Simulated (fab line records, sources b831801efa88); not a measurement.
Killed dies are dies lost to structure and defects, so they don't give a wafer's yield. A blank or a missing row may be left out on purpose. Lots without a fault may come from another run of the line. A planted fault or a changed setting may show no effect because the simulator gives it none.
Which tool did it? | flow sky130 | 12 lots, 36 wafers sampled, at 5 steps of a route of 708

WHAT THE GAUGES READ, wafer by wafer
SKY_VIA3_RS_MEAS_22: measures by four-point-probe. Usual: VIA3_W_RS 0.2936 ohm/sq, standard deviation 0.0025.
lot  | measured     | on            | VIA3_W_RS (ohm/sq)   | flag
L970 | day 39 15:41 | film_metro-04 | 0.2942 0.2909 0.2925 |
L971 | day 39 21:19 | film_metro-03 | 0.2937 0.2920 0.2941 |
L972 | day 40 08:51 | film_metro-02 | 0.2920 0.2940 0.2927 |
L975 | day 41 01:38 | film_metro-02 | 0.2946 0.2933 0.2968 |
L973 | day 41 02:47 | film_metro-04 | 0.2949 0.2914 0.2953 |
L976 | day 41 04:22 | film_metro-03 | 0.2967 0.2956 0.2942 |
L977 | day 42 00:23 | film_metro-04 | 0.2934 0.2953 0.2914 |
L978 | day 42 01:56 | film_metro-03 | 0.2989 0.2962 0.2990 |
L991 | day 45 04:53 | film_metro-02 | 0.2965 0.2960 0.2988 |
L990 | day 45 05:44 | film_metro-04 | 0.2920 0.2954 0.2960 |
L992 | day 45 12:02 | film_metro-02 | 0.2937 0.2896 0.2889 |
L993 | day 45 15:38 | film_metro-03 | 0.2954 0.2959 0.2947 |

SKY_VIA4_THK_MEAS_01. Usual: VIA4_HDPCVD_THK 1757 nm, standard deviation 18.
lot  | measured     | on            | VIA4_HDPCVD_THK (nm) | flag
L970 | day 41 19:20 | film_metro-01 | 1760 1749 1768       |
L971 | day 41 23:53 | film_metro-04 | 1756 1744 1773       |
L972 | day 42 10:15 | film_metro-01 | 1760 1769 1763       |
L975 | day 43 02:05 | film_metro-01 | 1740 1754 1762       |
L973 | day 43 03:44 | film_metro-04 | 1741 1747 1738       |
L976 | day 43 06:12 | film_metro-01 | 1721 1733 1745       |
L977 | day 44 00:44 | film_metro-02 | 1715 1739 1718       |
L978 | day 44 01:08 | film_metro-04 | 1774 1298 1294       | OFF
L991 | day 47 00:34 | film_metro-04 | 1762 1761 1769       |
L990 | day 47 02:16 | film_metro-01 | 1758 1771 1755       |
L992 | day 47 08:24 | film_metro-01 | 1765 1757 1774       |
L993 | day 47 10:47 | film_metro-02 | 1785 1773 1795       |

WHICH TOOL RAN EACH LOT (tool, then ch and the chambers of the sampled wafers, then the start)
lot  | SKY_VIA3_CMP_24               | SKY_METAL4_SPUTTER_04        | SKY_VIA4_HDPCVD_00
L970 | cmp-01 ch 1,2,3, day 39 16:12 | pvd_sputter-01, day 39 16:30 | hdpcvd-01 ch 1,2, day 41 19:10
L971 | cmp-02 ch 0,1,3, day 39 21:29 | pvd_sputter-04, day 39 21:53 | hdpcvd-02 ch 0,1, day 41 23:42
L972 | cmp-02 ch 0,1, day 40 09:02   | pvd_sputter-04, day 40 09:24 | hdpcvd-01 ch 0,2, day 42 10:03
L975 | cmp-02 ch 0,2, day 41 01:52   | pvd_sputter-03, day 41 02:13 | hdpcvd-01 ch 0,1,2, day 43 01:55
L973 | cmp-02 ch 1,2, day 41 03:01   | pvd_sputter-03, day 41 03:22 | hdpcvd-01 ch 0,2, day 43 03:33
L976 | cmp-01 ch 1,2,3, day 41 04:36 | pvd_sputter-03, day 41 04:54 | hdpcvd-01 ch 0,1,2, day 43 06:00
L977 | cmp-02 ch 1,2,3, day 42 00:34 | pvd_sputter-01, day 42 00:58 | hdpcvd-02 ch 0,2, day 44 00:34
L978 | cmp-01 ch 1,2,3, day 42 02:07 | pvd_sputter-03, day 42 02:31 | hdpcvd-01 ch 1,2, day 44 00:58
L991 | cmp-01 ch 1,2,3, day 45 05:04 | pvd_sputter-01, day 45 05:28 | hdpcvd-02 ch 0,2, day 47 00:23
L990 | cmp-01 ch 0,1,2, day 45 05:59 | pvd_sputter-04, day 45 06:18 | hdpcvd-02 ch 1,2, day 47 02:01
L992 | cmp-01 ch 0,1,3, day 45 12:16 | pvd_sputter-03, day 45 12:38 | hdpcvd-01 ch 0,1, day 47 08:13
L993 | cmp-02 ch 0,3, day 45 15:49   | pvd_sputter-03, day 45 16:13 | hdpcvd-01 ch 1,2, day 47 10:37
- SKY_VIA3_CMP_24: polishes, stops on SiO2, t overpolish 20 s, target thk 0 nm.
- SKY_METAL4_SPUTTER_04: material TiN, target thk 70 nm, time 58.3 s.
- SKY_VIA4_HDPCVD_00: deposits SiO2, target thk 1750 nm, time 291.7 s.

WHAT THE TOOLS THEMSELVES READ (means of the sampled wafers that have a number; where no wafer has one, the mark that the record gives instead)
SKY_VIA3_CMP_24. Usual: motor_current_A 10.8 A, standard deviation 0.98; overpolish_run_s 20.000 s, standard deviation 0.0093; time_to_endpoint_s 92 s, standard deviation 3.
lot  | tool   | motor_current_A (A) | overpolish_run_s (s) | time_to_endpoint_s (s) | flag
L970 | cmp-01 | 10.2                | 19.995               | 94                     |
L971 | cmp-02 | 11.4                | 19.996               | 92                     |
L972 | cmp-02 | 11.3                | 19.996               | 89                     |
L975 | cmp-02 | 10.5                | 20.003               | 90                     |
L973 | cmp-02 | 12.2                | 19.994               | 90                     |
L976 | cmp-01 | 10.0                | 20.003               | 95                     |
L977 | cmp-02 | 11.3                | 20.003               | 95                     |
L978 | cmp-01 | 10.3                | 20.001               | 87                     |
L991 | cmp-01 | 10.4                | 19.994               | 89                     |
L990 | cmp-01 | 10.7                | 20.004               | 90                     |
L992 | cmp-01 | 10.5                | 19.997               | 90                     |
L993 | cmp-02 | 10.3                | 19.998               | 93                     |

SKY_METAL4_SPUTTER_04. Usual: throttle_valve_pct 29.7 %, standard deviation 0.98.
lot  | tool           | throttle_valve_pct (%) | flag
L970 | pvd_sputter-01 | 29.4                   |
L971 | pvd_sputter-04 | 30.2                   |
L972 | pvd_sputter-04 | 28.7                   |
L975 | pvd_sputter-03 | 30.1                   |
L973 | pvd_sputter-03 | 29.7                   |
L976 | pvd_sputter-03 | 29.5                   |
L977 | pvd_sputter-01 | 29.8                   |
L978 | pvd_sputter-03 | 30.0                   |
L991 | pvd_sputter-01 | 29.7                   |
L990 | pvd_sputter-04 | 30.6                   |
L992 | pvd_sputter-03 | 29.7                   |
L993 | pvd_sputter-03 | 29.1                   |

SKY_VIA4_HDPCVD_00. Usual: run_length_s 319.8 s, standard deviation 0.65.
lot  | tool      | run_length_s (s) | flag
L970 | hdpcvd-01 | 319.9            |
L971 | hdpcvd-02 | 319.4            |
L972 | hdpcvd-01 | 320.6            |
L975 | hdpcvd-01 | 319.9            |
L973 | hdpcvd-01 | 320.6            |
L976 | hdpcvd-01 | 319.7            |
L977 | hdpcvd-02 | 319.7            |
L978 | hdpcvd-01 | 267.9            | OFF
L991 | hdpcvd-02 | 319.8            |
L990 | hdpcvd-02 | 320.1            |
L992 | hdpcvd-01 | 319.3            |
L993 | hdpcvd-01 | 319.7            |

THE ANSWER, worked out from the rows above alone
Rule: a lot is off if the mean of its wafers that have a number lies more than 3 standard deviations from the usual mean. A lot without any number at a reading at which 4 lots or more have one is off too. The other lots that the step has rows for count as sound. The gauges are gone through in route order, then the tools' own readings, and for those a lot's mean is taken as printed above. The first step at which some lot is off is used, and at that step the reading that is off furthest; a lot without a number counts as furthest.
Off: L978, at SKY_VIA4_THK_MEAS_01 (VIA4_HDPCVD_THK).
A tool fits if, at a process step before that reading, it ran every lot that is off, and no sound lot after the first of them. The gauges at SKY_VIA4_THK_MEAS_01 aren't tried: what is off there is off at SKY_VIA4_HDPCVD_00 too, on other tools, and a gauge's error can't cause that. None of those tried fits.

WHAT THE SIMULATOR HAD PUT IN
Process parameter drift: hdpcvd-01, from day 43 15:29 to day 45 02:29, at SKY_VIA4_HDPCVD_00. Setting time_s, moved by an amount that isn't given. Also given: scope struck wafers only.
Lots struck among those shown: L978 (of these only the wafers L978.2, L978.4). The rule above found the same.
